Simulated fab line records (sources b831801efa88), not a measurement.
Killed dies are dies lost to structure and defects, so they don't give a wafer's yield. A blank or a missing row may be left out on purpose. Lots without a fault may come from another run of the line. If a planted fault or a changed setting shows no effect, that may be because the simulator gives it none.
Which tool was responsible? / flow sfq-line / 14 lots, 41 wafers sampled, at 1 step of a route of 325

== WHAT THE GAUGES READ, wafer by wafer ==
SFQ_INCOMING_BOW_MEAS_900. Usual: INCOMING_BOW gives 0 um (standard deviation 6.7).
lot=L775; measured=day 1 10:00; on=film-metro-03; INCOMING_BOW (um)=6 3 2; flag=
lot=L777; measured=day 1 20:01; on=film-metro-03; INCOMING_BOW (um)=3 -7 2; flag=
lot=L778; measured=day 2 01:02; on=film-metro-01; INCOMING_BOW (um)=7 -2 6; flag=
lot=L779; measured=day 2 06:00; on=film-metro-01; INCOMING_BOW (um)=4 -4 -1; flag=
lot=L782; measured=day 2 21:01; on=film-metro-03; INCOMING_BOW (um)=-3 -6 5; flag=
lot=L783; measured=day 3 02:01; on=film-metro-02; INCOMING_BOW (um)=9 0 9; flag=
lot=L784; measured=day 3 07:04; on=film-metro-02; INCOMING_BOW (um)=12 -3 8; flag=
lot=L785; measured=day 3 12:00; on=film-metro-02; INCOMING_BOW (um)=9 1 -2; flag=
lot=L786; measured=day 3 17:01; on=film-metro-03; INCOMING_BOW (um)=-10 -4 10; flag=
lot=L787; measured=day 3 22:00; on=film-metro-01; INCOMING_BOW (um)=-2 8 5; flag=
lot=L788; measured=day 4 03:02; on=film-metro-02; INCOMING_BOW (um)=1 6 -12; flag=
lot=L793; measured=day 5 04:00; on=film-metro-01; INCOMING_BOW (um)=-12 -5 -14; flag=
lot=L794; measured=day 5 09:00; on=film-metro-02; INCOMING_BOW (um)=-6 -3; flag=
lot=L798; measured=day 6 05:01; on=film-metro-03; INCOMING_BOW (um)=6 -2 -9; flag=

== WHICH TOOL RAN EACH LOT (tool, then ch and the chambers of the sampled wafers, then the start) ==
There is no process step in the record ahead of these readings.

== AS READ BY THE TOOLS THEMSELVES (means over the sampled wafers that have a number; for cases with no such wafer, the mark the record gives instead) ==
The record holds no such reading with a usual standard deviation.

== THE ANSWER, worked out from the rows above alone ==
Rule: lot off if the mean of its wafers having a number is beyond 3 standard deviations from the usual mean. Also off: a lot with no number at a reading for which 4 or more lots have one. Any other lot the step has rows for is counted as sound. The gauges are gone through in route order, then the tools' own readings, and for those a lot's mean is taken as printed above. At the first step where some lot is off, the reading lying furthest off is the one used; lots without a number count as furthest.
No lot is off at any reading shown: from this, nothing can be told.

== WHAT WAS PUT IN BY THE SIMULATOR ==
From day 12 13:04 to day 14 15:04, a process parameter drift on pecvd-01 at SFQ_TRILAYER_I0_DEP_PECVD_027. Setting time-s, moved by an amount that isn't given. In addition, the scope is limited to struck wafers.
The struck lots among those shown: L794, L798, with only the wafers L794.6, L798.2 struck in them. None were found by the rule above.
